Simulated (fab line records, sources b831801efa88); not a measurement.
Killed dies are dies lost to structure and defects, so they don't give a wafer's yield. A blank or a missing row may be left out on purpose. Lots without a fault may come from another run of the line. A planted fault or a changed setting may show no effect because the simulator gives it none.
Which tool did it? | flow gf180mcu | 13 lots, 38 wafers sampled, at 5 steps of a route of 602

WHAT THE GAUGES READ, wafer by wafer
GF_V1_THK_MEAS_25: measures by xrf. Usual: V1_W_THK 353 nm, standard deviation 5.7.
lot  | measured     | on            | V1_W_THK (nm) | flag
L117 | day 18 08:25 | film_metro-02 | 343 351 347   |
L119 | day 18 21:16 | film_metro-02 | 353 350 348   |
L120 | day 19 13:42 | film_metro-01 | 355 354 351   |
L121 | day 19 15:02 | film_metro-02 | 355 359 351   |
L123 | day 20 16:55 | film_metro-02 | 363 358 359   |
L126 | day 21 16:57 | film_metro-02 | 365 355       |
L133 | day 23 22:19 | film_metro-02 | 357 364 362   |
L135 | day 24 12:00 | film_metro-01 | 355 355 353   |
L136 | day 25 03:25 | film_metro-04 | 351 347 347   |
L137 | day 25 03:44 | film_metro-01 | 353 352 351   |
L138 | day 25 11:47 | film_metro-04 | 357 356 356   |
L139 | day 25 19:04 | film_metro-02 | 351 354 348   |
L140 | day 26 03:39 | film_metro-02 | 353 357 353   |

GF_M2_CD_MEAS_14: target cd 280 nm. Usual: cd_nm 279.3 nm, standard deviation 1.1.
lot  | measured     | on        | cd_nm (nm)        | flag
L117 | day 19 08:17 | cd_sem-01 | 279.3 277.9 279.3 |
L119 | day 19 22:27 | cd_sem-02 | 278.0 278.8 277.8 |
L120 | day 20 14:28 | cd_sem-02 | 280.6 278.1 280.0 |
L121 | day 20 16:00 | cd_sem-02 | 280.0 279.6 279.2 |
L123 | day 21 16:52 | cd_sem-02 | 280.8 279.6 280.1 |
L126 | day 22 17:10 | cd_sem-02 | 279.7 278.6       |
L133 | day 24 20:38 | cd_sem-02 | 280.5 280.4 278.8 |
L135 | day 25 10:36 | cd_sem-01 | 278.4 278.9 278.4 |
L136 | day 26 01:26 | cd_sem-02 | 279.2 279.8 278.2 |
L137 | day 26 01:44 | cd_sem-01 | 279.8 279.3 278.3 |
L138 | day 26 09:44 | cd_sem-01 | 279.2 278.7 280.1 |
L139 | day 26 15:48 | cd_sem-01 | 277.5 276.8 277.2 |
L140 | day 27 00:38 | cd_sem-01 | 276.4 277.8 277.8 |

GF_M3_CD_MEAS_14: target cd 280 nm. Usual: cd_nm 279.5 nm, standard deviation 0.96.
lot  | measured     | on        | cd_nm (nm)        | flag
L117 | day 21 15:08 | cd_sem-02 | 280.5 279.0 280.2 |
L119 | day 22 00:58 | cd_sem-01 | 280.6 280.6 280.2 |
L120 | day 22 17:17 | cd_sem-01 | 280.3 280.8 279.0 |
L121 | day 22 18:32 | cd_sem-01 | 277.0 278.1 277.2 |
L123 | day 23 18:25 | cd_sem-02 | 279.6 271.8 271.9 | OFF
L126 | day 24 16:26 | cd_sem-02 | 279.0 271.9       | OFF
L133 | day 26 19:13 | cd_sem-02 | 279.7 280.8 280.4 |
L135 | day 27 07:28 | cd_sem-02 | 277.4 278.9 278.1 |
L136 | day 27 20:56 | cd_sem-01 | 279.3 278.8 279.1 |
L137 | day 27 21:03 | cd_sem-01 | 281.7 279.7 280.4 |
L138 | day 28 05:04 | cd_sem-01 | 280.5 279.7 279.9 |
L139 | day 28 11:47 | cd_sem-02 | 280.4 279.7 279.7 |
L140 | day 28 19:21 | cd_sem-02 | 280.0 280.5 279.3 |

GF_V3_BOW_MEAS_05. Usual: V3_BOW 118 um, standard deviation 8.8.
lot  | measured     | on            | V3_BOW (um) | flag
L117 | day 21 16:31 | film_metro-02 | 118 124 120 |
L119 | day 22 02:21 | film_metro-01 | 114 112 117 |
L120 | day 22 18:40 | film_metro-02 | 120 108 115 |
L121 | day 22 19:55 | film_metro-04 | 112 103 112 |
L123 | day 23 19:49 | film_metro-02 | 127 120 123 |
L126 | day 24 17:58 | film_metro-02 | 132 137     |
L133 | day 26 20:35 | film_metro-04 | 114 112 114 |
L135 | day 27 08:51 | film_metro-04 | 112 102 125 |
L136 | day 27 22:21 | film_metro-01 | 108 102 120 |
L137 | day 27 22:57 | film_metro-02 | 128 113 121 |
L138 | day 28 06:35 | film_metro-04 | 108 121 108 |
L139 | day 28 13:10 | film_metro-02 | 104 102 108 |
L140 | day 28 20:44 | film_metro-01 | 117 121 129 |

WHICH TOOL RAN EACH LOT (tool, then ch and the chambers of the sampled wafers, then the start)
lot  | GF_M3_EXPOSE_11
L117 | krf_scanner-01 ch 0, day 21 03:11
L119 | krf_scanner-02 ch 0, day 21 13:24
L120 | krf_scanner-01 ch 0, day 22 05:55
L121 | krf_scanner-02 ch 0, day 22 06:52
L123 | krf_scanner-01 ch 0, day 23 06:56
L126 | krf_scanner-01 ch 0, day 24 05:26
L133 | krf_scanner-02 ch 0, day 26 09:10
L135 | krf_scanner-01 ch 0, day 26 21:08
L136 | krf_scanner-02 ch 0, day 27 11:24
L137 | krf_scanner-01 ch 0, day 27 11:38
L138 | krf_scanner-01 ch 0, day 27 19:28
L139 | krf_scanner-02 ch 0, day 28 02:05
L140 | krf_scanner-02 ch 0, day 28 09:58
- GF_M3_EXPOSE_11: exposes mask Metal3, target cd 280 nm.

WHAT THE TOOLS THEMSELVES READ (means of the sampled wafers that have a number; where no wafer has one, the mark that the record gives instead)
GF_M3_EXPOSE_11. Usual: stage_vel_mm_s 499.95 mm/s, standard deviation 0.23.
lot  | tool           | stage_vel_mm_s (mm/s) | flag
L117 | krf_scanner-01 | 500.22                |
L119 | krf_scanner-02 | 499.79                |
L120 | krf_scanner-01 | 499.86                |
L121 | krf_scanner-02 | 499.59                |
L123 | krf_scanner-01 | 499.84                |
L126 | krf_scanner-01 | 499.80                |
L133 | krf_scanner-02 | 500.24                |
L135 | krf_scanner-01 | 499.99                |
L136 | krf_scanner-02 | 499.87                |
L137 | krf_scanner-01 | 499.66                |
L138 | krf_scanner-01 | 500.09                |
L139 | krf_scanner-02 | 500.20                |
L140 | krf_scanner-02 | 500.06                |

THE ANSWER, worked out from the rows above alone
Rule: a lot is off if the mean of its wafers that have a number lies more than 3 standard deviations from the usual mean. A lot without any number at a reading at which 4 lots or more have one is off too. The other lots that the step has rows for count as sound. The gauges are gone through in route order, then the tools' own readings, and for those a lot's mean is taken as printed above. The first step at which some lot is off is used, and at that step the reading that is off furthest; a lot without a number counts as furthest.
Off: L123, L126, at GF_M3_CD_MEAS_14 (cd_nm).
A tool fits if, at a process step before that reading, it ran every lot that is off, and no sound lot after the first of them. The gauges at GF_M3_CD_MEAS_14 are tried like those tools. None of those tried fits.

WHAT THE SIMULATOR HAD PUT IN
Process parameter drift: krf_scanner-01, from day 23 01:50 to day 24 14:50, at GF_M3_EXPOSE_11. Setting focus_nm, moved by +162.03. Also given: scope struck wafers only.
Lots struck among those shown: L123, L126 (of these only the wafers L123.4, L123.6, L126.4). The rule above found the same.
